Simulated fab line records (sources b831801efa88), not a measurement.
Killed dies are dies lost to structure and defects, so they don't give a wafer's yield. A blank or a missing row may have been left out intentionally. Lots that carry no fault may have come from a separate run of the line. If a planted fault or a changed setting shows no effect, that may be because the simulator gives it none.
8D (eight disciplines) problem report, filled in by code	flow sky130	the parts of the form that need people (team, actions taken, sign-off) are left out

## 1. PROBLEM STATEMENT
Mean GATE_OXIDE_OXIDATION_00_THK at SKY_GATE_OXIDE_THK_MEAS_02: 13.50 nm over 6 wafers in 2 lots; fault-free wafers: 10.24 nm, standard deviation 0.2. That puts it +16 standard deviations away from the usual mean.
The first sign was on wafer L939.2 at day 20 07:00, on film metro-04. At this step, 42 wafers from 14 lots have a number in the record. By rule, "out" or "out of limits" means more than 4 standard deviations away from the usual mean. The rest of the wafers with a number are treated as sound.

## 2. WHAT IT IS AND WHAT IT IS NOT
question	is	is not
which readings at this step	GATE_OXIDE_OXIDATION_00_THK	-
which lots	L939, L940	L917, L920, L921, L922, L923, L924, L925, L926, L927, L929, L930, L936
which wafers of those lots	all that have a number	-
read on which gauges	film metro-04	film metro-02, film metro-03
when	from day 20 07:00	up to then (36 sound wafers)

## 3. SUSPECTS, AND WHAT RULES EACH OUT
Counting: a tool at any process step up to the reading remains a suspect when it ran all the lots that are out and ran no sound lot after the first of those.
- the gauge at SKY_GATE_OXIDE_THK_MEAS_02: kept. All the wafers that are out were read on film metro-04, and no step on other tools shows them out.
- furnace-02 at SKY_GATE_OXIDE_OXIDATION_01 (stabilise 600 s, purge 300 s, target thk 10.268 nm): kept. It processed each lot that is out, first L939 at day 20 05:35, and no sound lot thereafter; up to then, the last sound lot it processed was L936 at day 19 04:52.
Left after counting: furnace-02 at SKY_GATE_OXIDE_OXIDATION_01, film metro-04 at SKY_GATE_OXIDE_THK_MEAS_02.

## 4. THE CAUSE (what the simulator had put in)
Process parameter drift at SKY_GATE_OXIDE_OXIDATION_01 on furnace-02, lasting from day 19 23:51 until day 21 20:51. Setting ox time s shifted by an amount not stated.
This tool is one of the 2 suspects left after counting.

## 5. THE EFFECT CHAIN, in route order
One row per reading whose mean, taken over the struck wafers that have a number, lies over 3 standard deviations from the usual. Scope: only readings with a usual standard deviation given in the record; hours: median across lots of the time from each lot's start at the first step in this table that gives one to its start at this step; sigmas: change in usual standard deviations.
hours	step	reading	usual	on struck wafers	change	sigmas
0	SKY_GATE_OXIDE_THK_MEAS_02	GATE_OXIDE_OXIDATION_00_THK	10.24 nm	13.50	+3.26	+16

## 6. HOW IT WOULD HAVE BEEN CAUGHT EARLIER
The first out-of-limits reading at a measuring or inspecting step in this record came at day 20 07:00, 7 hours after the fault's start at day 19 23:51.
Lots out: 2; of these, L940 started SKY_GATE_OXIDE_OXIDATION_01 on furnace-02 after day 20 07:00. Holding the tool at that time would have saved it.
